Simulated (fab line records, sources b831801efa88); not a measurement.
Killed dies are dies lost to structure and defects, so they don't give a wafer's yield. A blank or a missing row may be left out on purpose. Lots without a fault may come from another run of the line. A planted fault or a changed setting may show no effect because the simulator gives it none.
One fault seen from 2 desks | flow sky130 | each desk has only its own numbers; what lay behind them comes last

THE TOOL OWNER'S DESK: pecvd-04
The tool's own readings at SKY_CONTACT_CVD_00 (deposits Si3N4, target thk 75 nm): means of the sampled wafers that have a number, for each lot that ran on this tool. A lot is out of limits, marked OUT, if its mean lies more than 4 standard deviations from the usual mean; the brackets give that distance.
Columns: A = heater_power_outer_w at SKY_CONTACT_CVD_00, usual 432 W; B = heater_power_w at SKY_CONTACT_CVD_00, usual 721 W
lot  | first seen here | A   | B
L352 | day 32 08:07    | 399 | 650
L354 | day 33 01:37    | 434 | 711
L356 | day 33 15:09    | 464 | 717
L355 | day 33 21:57    | 441 | 729
L360 | day 34 17:49    | 446 | 709
This desk's finding: nothing out of limits on any of the 5 lots.

THE METROLOGY DESK
What the gauges read, lot by lot, whatever tool the lot ran on: means of the sampled wafers that have a number. A lot is out of limits, marked OUT, if its mean lies more than 4 standard deviations from the usual mean; the brackets give that distance.
Columns: A = SD_P_RS at SKY_SD_N_RS_MEAS_17, usual 147.0 ohm/sq; B = RES_XHIGH_RS at SKY_SD_N_RS_MEAS_18, usual 333.7 ohm/sq; C = cd_nm at SKY_LI_CONTACT_CD_MEAS_12, usual 170.2 nm; D = CONTACT_CVD_00_THK at SKY_CONTACT_THK_MEAS_01, usual 75.0 nm
lot  | first seen here | A     | B     | C     | D
L350 | day 28 12:28    | 146.9 | 333.2 | 168.4 | 75.0
L352 | day 29 22:28    | 146.8 | 333.7 | 171.4 | 75.6
L354 | day 30 17:24    | 147.1 | 334.4 | 170.9 | 74.4
L353 | day 30 18:55    | 146.9 | 333.4 | 170.1 | 76.1
L356 | day 31 05:45    | 147.4 | 333.3 | 170.5 | 75.0
L357 | day 31 10:24    | 146.9 | 333.6 | 173.3 | 75.6
L355 | day 31 13:05    | 146.5 | 333.5 | 169.8 | 109.4 (+37) OUT
L360 | day 32 08:47    | 146.9 | 333.6 | 171.2 | 109.1 (+37) OUT
L364 | day 33 15:04    | 147.2 | 333.3 | 170.2 | 74.6
L368 | day 34 11:45    | 147.3 | 333.3 | 167.6 | 74.4
L369 | day 34 20:10    | 147.1 | 333.3 | 166.5 | 75.4
L370 | day 35 04:31    | 147.5 | 334.4 | 170.7 | 74.7
This desk's finding: out of limits on L355, L360; first on L355, day 33 21:59 (CONTACT_CVD_00_THK at SKY_CONTACT_THK_MEAS_01). In limits: L350, L352, L354, L353, L356, L357, L364, L368, L369, L370.

PUT TOGETHER
The metrology desk could have raised an alarm at day 33 21:59, on L355, L360.
The tool owner's desk saw nothing out of limits.
The tool owner's desk has L355, L360 on record, within its limits.
Of the lots named, all ran SKY_CONTACT_CVD_00 on pecvd-04.

WHAT THE SIMULATOR HAD PUT IN
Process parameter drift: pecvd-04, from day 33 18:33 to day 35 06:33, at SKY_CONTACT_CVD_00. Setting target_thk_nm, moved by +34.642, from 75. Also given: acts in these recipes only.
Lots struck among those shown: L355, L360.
Hours from the fault's start to each desk's first reading out of limits: the metrology desk, 3.
